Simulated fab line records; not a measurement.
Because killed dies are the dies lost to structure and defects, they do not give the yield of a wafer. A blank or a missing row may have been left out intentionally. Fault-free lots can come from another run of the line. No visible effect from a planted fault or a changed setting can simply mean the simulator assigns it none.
Which of the tools did it? + flow gf180mcu + 6 lots, 18 wafers sampled, at 3 steps of a route of 602

WHAT THE GAUGES READ, wafer by wafer
GF_POLY_GATE_THK_MEAS_01.
| lot  | measured     | on            | POLY_GATE_CVD_00_THK (nm)           |
|------|--------------|---------------|-------------------------------------|
| L994 | day 9 03:44  | film_metro-02 | 200.9 199.8 200.3                   |
| L997 | day 10 00:31 | film_metro-02 | 202.1 202.0 202.1                   |
| L102 | day 11 10:10 | film_metro-01 | 200.2 202.9 201.1                   |
| L104 | day 12 02:52 | film_metro-02 | 245.8 245.9 245.1 245.7 245.9 245.1 |
| L112 | day 14 07:44 | film_metro-02 | 198.2 199.4 197.1                   |
| L114 | day 15 08:07 | film_metro-03 | 198.8 198.3 197.9                   |

EACH LOT AND THE TOOL THAT RAN IT (in order: tool; ch and the chambers of the sampled wafers; start)
| lot  | GF_DUAL_GATE_STRIP_13                | GF_POLY_GATE_CVD_00         |
|------|--------------------------------------|-----------------------------|
| L994 | plasma_asher-03 ch 0,1, day 9 00:41  | lpcvd-01 ch 1, day 9 02:23  |
| L997 | plasma_asher-02 ch 0,1, day 9 20:27  | lpcvd-02 ch 1, day 9 23:10  |
| L102 | plasma_asher-03 ch 0,1, day 11 04:11 | lpcvd-02 ch 0, day 11 08:50 |
| L104 | plasma_asher-02 ch 0,1, day 11 23:50 | lpcvd-02 ch 0, day 12 01:30 |
| L112 | plasma_asher-03 ch 0,1, day 14 00:32 | lpcvd-01 ch 0, day 14 06:25 |
| L114 | plasma_asher-02 ch 0,1, day 15 04:05 | lpcvd-02 ch 0, day 15 06:47 |
- GF_DUAL_GATE_STRIP_13: strips in O2/N2.
- GF_POLY_GATE_CVD_00: deposits poly-Si, target thk 200 nm, time 1200 s.

THE ANSWER, worked out from the rows above alone
Rule: the lots themselves supply what counts as usual. The widest of any qualifying gaps counts: lots, ordered by their means at a reading, are off when they make up no more than a third of the lots, leave a main group of 4 or more, and stand apart from it by 3 or more times the standard deviation of that group's means. The tables above print the reading to a certain number of digits; a main group whose means all agree to those digits is not used. Also off: a lot with no number at a reading for which 4 or more lots have one. Any other lot the step has rows for is counted as sound.
Off: L104, seen at GF_POLY_GATE_THK_MEAS_01 (POLY_GATE_CVD_00_THK). Main group: mean 200.1 nm, sd 1.6.
If a tool, at a process step before that reading, ran all the lots that are off and no sound lot after the first of them, it fits. The gauges at GF_POLY_GATE_THK_MEAS_01 are tried like those tools. Not one of the candidates tried fits.

WHAT THE SIMULATOR HAD INSERTED
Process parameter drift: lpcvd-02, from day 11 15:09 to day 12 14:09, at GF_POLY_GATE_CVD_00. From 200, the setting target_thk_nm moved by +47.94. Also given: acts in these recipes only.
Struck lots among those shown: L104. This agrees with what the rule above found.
